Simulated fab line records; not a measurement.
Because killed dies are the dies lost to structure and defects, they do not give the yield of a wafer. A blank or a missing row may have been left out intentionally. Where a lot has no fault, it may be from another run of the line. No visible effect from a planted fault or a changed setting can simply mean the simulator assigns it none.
One fault through the eyes of 2 desks + flow sfqLine + what lay behind the numbers comes last; until then each desk has only its own

## FOR THE TOOL OWNER'S DESK: pvdSputter-03
The tool's own readings at SFQ_TRILAYER_M1_DEP_SPUTTER_037 (material Nb, target thk 200 nm, time 133.3 s): means of the sampled wafers that have a number, for each lot that ran on this tool. Any lot whose mean is over 4 standard deviations away from the usual mean is out of limits and marked OUT; that distance is given in the brackets.
Columns: A = throttleValvePct at SFQ_TRILAYER_M1_DEP_SPUTTER_037, usual 30.0 %
| lot  | first seen here | A    |
|------|-----------------|------|
| L965 | day 12 06:56    | 30.3 |
| L968 | day 12 20:09    | 29.0 |
| L980 | day 16 11:11    | 30.4 |
| L981 | day 16 14:52    | 29.0 |
| L982 | day 16 23:12    | 28.3 |
This desk's finding: nothing out of limits on any of the 5 lots.

## AT THE METROLOGY DESK
What the gauges read, lot by lot, whatever tool the lot ran on: means of the sampled wafers that have a number. Any lot whose mean is over 4 standard deviations away from the usual mean is out of limits and marked OUT; that distance is given in the brackets.
Columns: A = M1_NB_RS at SFQ_M1_RS_MEAS_909, usual 0.891 ohm/sq
| lot  | first seen here | A               |
|------|-----------------|-----------------|
| L960 | day 10 16:38    | 0.894           |
| L961 | day 11 03:25    | 0.876           |
| L965 | day 12 07:04    | 0.900           |
| L968 | day 12 20:16    | 1.046 (+16) OUT |
| L969 | day 12 23:49    | 0.869           |
| L973 | day 14 01:01    | 0.890           |
| L976 | day 14 23:07    | 0.882           |
| L977 | day 15 07:52    | 0.906           |
| L979 | day 15 22:07    | 0.902           |
| L980 | day 16 11:16    | 0.887           |
| L981 | day 16 14:57    | 0.894           |
| L982 | day 16 23:20    | 0.905           |
| L983 | day 17 01:41    | 0.906           |
This desk finds L968 out of limits, with the earliest case on L968 at day 12 20:16 (M1_NB_RS at SFQ_M1_RS_MEAS_909). Within limits: L960, L961, L965, L969, L973, L976, L977, L979, L980, L981, L982, L983.

## BROUGHT TOGETHER
Metrology desk: alarm possible at day 12 20:16 on L968.
The desk of the tool owner found nothing out of limits.
The tool owner's desk has L968 on record, within its limits.
All the named lots went through SFQ_TRILAYER_M1_DEP_SPUTTER_037 on pvdSputter-03.

## WHAT THE SIMULATOR HAD PUT IN
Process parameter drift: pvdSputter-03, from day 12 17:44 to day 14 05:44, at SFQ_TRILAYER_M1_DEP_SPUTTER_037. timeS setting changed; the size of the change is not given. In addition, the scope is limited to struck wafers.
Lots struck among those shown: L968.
Delay in hours, fault start to first out-of-limits reading, per desk: metrology desk 3.
